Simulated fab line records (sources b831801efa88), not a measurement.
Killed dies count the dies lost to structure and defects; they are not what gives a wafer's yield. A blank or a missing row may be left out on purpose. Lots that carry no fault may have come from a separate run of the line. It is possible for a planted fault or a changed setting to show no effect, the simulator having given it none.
fab line records | flow sfq_line
[record] lots = 14 | wafers = 42 | last_day = 87
route steps=325 shown L0V@16
lots untouched by any fault: they come from a run of this same line in which no faults occurred
start_h: hours from the record's first day to the start of the lot's first wafer shown | wait_h: time in hours since the lot's previous step | " repeats the value in the row above | L1.1+2: a row that stands for several wafers | - no value, or no start given | * or withheld: withheld | < > ~ a bound
route shown NAME@n: a module of which the file shows steps, and the number in the route of the first | usual: mean/standard deviation of fault-free wafers | same: alike in all rows | chamber/n: place in a boat | sites: per-site readings | _std_site: the values' standard deviation | _edge_site: the outer-site mean with the inner-site mean subtracted | radius_mm: how far each site lies from the wafer's centre | mask NAME#n: copy n | behind: the tool/chamber that last shaped the wafer | hold: why the lot went on hold/how many hours it stayed there/how the hold came to an end | device: names the non-switching transistor (n, p or np) | end of line: tests run on the same wafers once the route is complete | a step with no rows: only its recipe | killed: not the wafer's yield, but the dies lost to structure and defects at the first sort | map: the dies of a wafer, with x for killed, . for not killed, _ for no die there
set.NAME: the setting that was run; set.NAME@STEP: the one run at that earlier step | model.NAME: the simulator's own value behind a step, which no gauge read
one table for each step of the route and one row for each wafer, over a sample of lots
services: the hour from which a tool's chamber was out of use, counted from the record's first day as start_h (under 0 if before that day), plus the number of hours and why
[[steps]]
[step SFQ_TRILAYER_L0_CAP_PECVD_011]
[recipe] material = SiO2 | temp_c = 150 | time_s = 13.333 | pressure_torr = 2.4 | rf_w = 183.3 | precursor = SiH4/N2O | target_thk_nm = 60
[usual] chamber_pressure_Torr = 2.401/0.0053 | heater_power_outer_w = 30/11 | heater_power_w = 84/15 | rf_fwd_power_W = 179.9/1.1 | throttle_valve_pct = 24.9/1.1
[same] time_s = 13.333
lot.wafer | tool     | chamber | start_h | wait_h | chamber_pressure_Torr | heater_power_outer_w | heater_power_w | rf_fwd_power_W | since_wet_clean_h | throttle_valve_pct
L307.1    | pecvd-04 | 1       | 82.66   | 0.0    | 2.402                 | 31                   | 93             | 178.4          | 1366              | 24.9
L307.5    | "        | 1       | "       | "      | 2.400                 | 31                   | 90             | 178.5          | -                 | 24.4
L307.6    | "        | 2       | "       | "      | 2.395                 | 24                   | 69             | 180.9          | -                 | 24.9
L308.1    | pecvd-03 | 1       | 86.44   | 0.0    | 2.410                 | 38                   | 123            | 180.9          | 1001              | 26.0
L308.3    | "        | 2       | "       | "      | 2.415                 | 55                   | 112            | 180.2          | 1001              | 28.4
L308.4    | "        | 2       | "       | "      | 2.406                 | 55                   | 110            | 180.0          | -                 | 28.6
L309.2    | pecvd-01 | 2       | 93.46   | 0.0    | 2.399                 | 21                   | 67             | 179.6          | 255               | 24.3
L309.4    | "        | 1       | "       | "      | 2.397                 | 46                   | 93             | 181.0          | -                 | 23.7
L309.6    | "        | 2       | "       | "      | 2.406                 | 22                   | 71             | 179.3          | -                 | 24.2
L310.2    | pecvd-04 | 1       | 99.46   | 0.0    | 2.394                 | 25                   | 84             | 178.7          | 1383              | 24.8
L310.5    | "        | 1       | "       | "      | 2.401                 | 26                   | 83             | 179.2          | -                 | 24.8
L310.6    | "        | 2       | "       | "      | 2.403                 | 20                   | 62             | 181.6          | -                 | 24.8
L311.1    | pecvd-04 | 0       | 107.86  | 0.0    | 2.399                 | 30                   | 82             | 179.7          | 1392              | 24.9
L311.5    | "        | 2       | "       | "      | 2.391                 | 24                   | 71             | 181.1          | -                 | 25.1
L311.6    | "        | 1       | "       | "      | 2.393                 | 29                   | 90             | 179.2          | -                 | 24.7
L312.1    | pecvd-01 | 2       | 113.86  | 0.0    | 2.395                 | 27                   | 75             | 179.2          | 275               | 24.7
L312.2    | "        | 0       | "       | "      | 2.415                 | 19                   | 74             | 179.0          | 275               | 24.0
L312.4    | "        | 2       | "       | "      | 2.399                 | 26                   | 74             | 180.4          | -                 | 24.4
L315.3    | pecvd-04 | 1       | 128.26  | 0.0    | 2.405                 | 20                   | 77             | 178.2          | 1412              | 24.8
L315.4    | "        | 0       | "       | "      | 2.395                 | 32                   | 87             | 180.6          | -                 | 24.9
L315.5    | "        | 1       | "       | "      | 2.399                 | 20                   | 78             | 178.4          | -                 | 25.0
L318.1    | pecvd-04 | 0       | 146.54  | 0.0    | 2.402                 | 43                   | 104            | 150.1          | 1430              | 24.9
L318.3    | "        | 1       | "       | "      | 2.401                 | 25                   | 86             | 179.0          | 1430              | 24.7
L318.6    | "        | 1       | "       | "      | 2.399                 | 25                   | 81             | 178.0          | -                 | 25.0
L319.1    | pecvd-04 | 2       | 150.37  | 0.0    | 2.401                 | 27                   | 72             | 181.3          | 1434              | 25.0
L319.4    | "        | 1       | "       | "      | 2.403                 | 28                   | 86             | 178.6          | -                 | 24.9
L319.6    | "        | 0       | "       | "      | 2.407                 | 44                   | 105            | 150.0          | -                 | 24.9
L322.1    | pecvd-01 | 2       | 166.94  | 0.0    | 2.408                 | 22                   | 69             | 178.8          | 328               | 24.9
L322.3    | "        | 1       | "       | "      | 2.405                 | 37                   | 85             | 181.0          | 328               | 23.9
L322.6    | "        | 1       | "       | "      | 2.409                 | 38                   | 81             | 181.0          | -                 | 23.7
L324.1    | pecvd-01 | 0       | 175.34  | 0.0    | 2.399                 | 12                   | 69             | 178.8          | 337               | 24.3
L324.3    | "        | 1       | "       | "      | 2.393                 | 48                   | 97             | 181.6          | 337               | 23.7
L324.4    | "        | 2       | "       | "      | 2.401                 | 29                   | 79             | 180.1          | -                 | 24.9
L326.1    | pecvd-01 | 1       | 183.74  | 0.0    | 2.405                 | 46                   | 97             | 181.8          | 345               | 23.8
L326.4    | "        | 2       | "       | "      | 2.396                 | 28                   | 77             | 180.4          | -                 | 25.1
L326.5    | "        | 0       | "       | "      | 2.391                 | 13                   | 68             | 177.6          | -                 | 24.4
L328.1    | pecvd-01 | 2       | 195.74  | 0.0    | 2.400                 | 30                   | 80             | 180.1          | 357               | 25.1
L328.3    | "        | 0       | "       | "      | 2.393                 | 11                   | 65             | 178.4          | 357               | 24.4
L328.5    | "        | 2       | "       | "      | 2.399                 | 31                   | 77             | 180.0          | -                 | 24.8
L330.2    | pecvd-03 | 2       | 205.14  | 0.0    | 2.407                 | 56                   | 111            | 180.3          | 1119              | 28.6
L330.5    | "        | 2       | "       | "      | 2.399                 | 57                   | 111            | 180.7          | -                 | 28.5
L330.6    | "        | 0       | "       | "      | 2.393                 | 29                   | 80             | 180.4          | -                 | 25.6
[[services]]
tool     | chamber | start_h | hours | kind
pecvd-01 | 2       | 88.27   | 1.9   | repair
pecvd-03 | -       | 103.04  | 6.0   | pm
pecvd-04 | -       | 122.34  | 1.0   | repair
pecvd-04 | -       | 132.83  | 1.6   | repair
pecvd-04 | 0       | 135.51  | 7.2   | repair
pecvd-04 | -       | 194.25  | 14.0  | pm
pecvd-04 | 0       | 194.25  | 14.0  | vent_cycle
pecvd-04 | 1       | 194.25  | 14.0  | vent_cycle
pecvd-04 | 2       | 194.25  | 14.0  | vent_cycle
pecvd-04 | 0       | 201.10  | 7.1   | repair
[[key]]
[first_sign] step = SFQ_TRILAYER_L0_CAP_PECVD_011 | reading = rf_fwd_power_W | direction = down | sigmas = 26 | usual = 179.9 | struck = 150.0
effect none on later readings
met_at SFQ_TRILAYER_L0_CAP_PECVD_011
struck_lots L318,L319
struck_wafers L318.1,L319.6
onset_between 128.26 146.54
[fault] kind = process_parameter_drift | tool = pecvd-04 | chamber = 0 | onset_h = 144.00 | steps = SFQ_TRILAYER_L0_CAP_PECVD_011 | channel = rf_w | offset = -29.328 | shape = step | end_h = 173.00 | acts_in = these_recipes_only | stated = 183.3
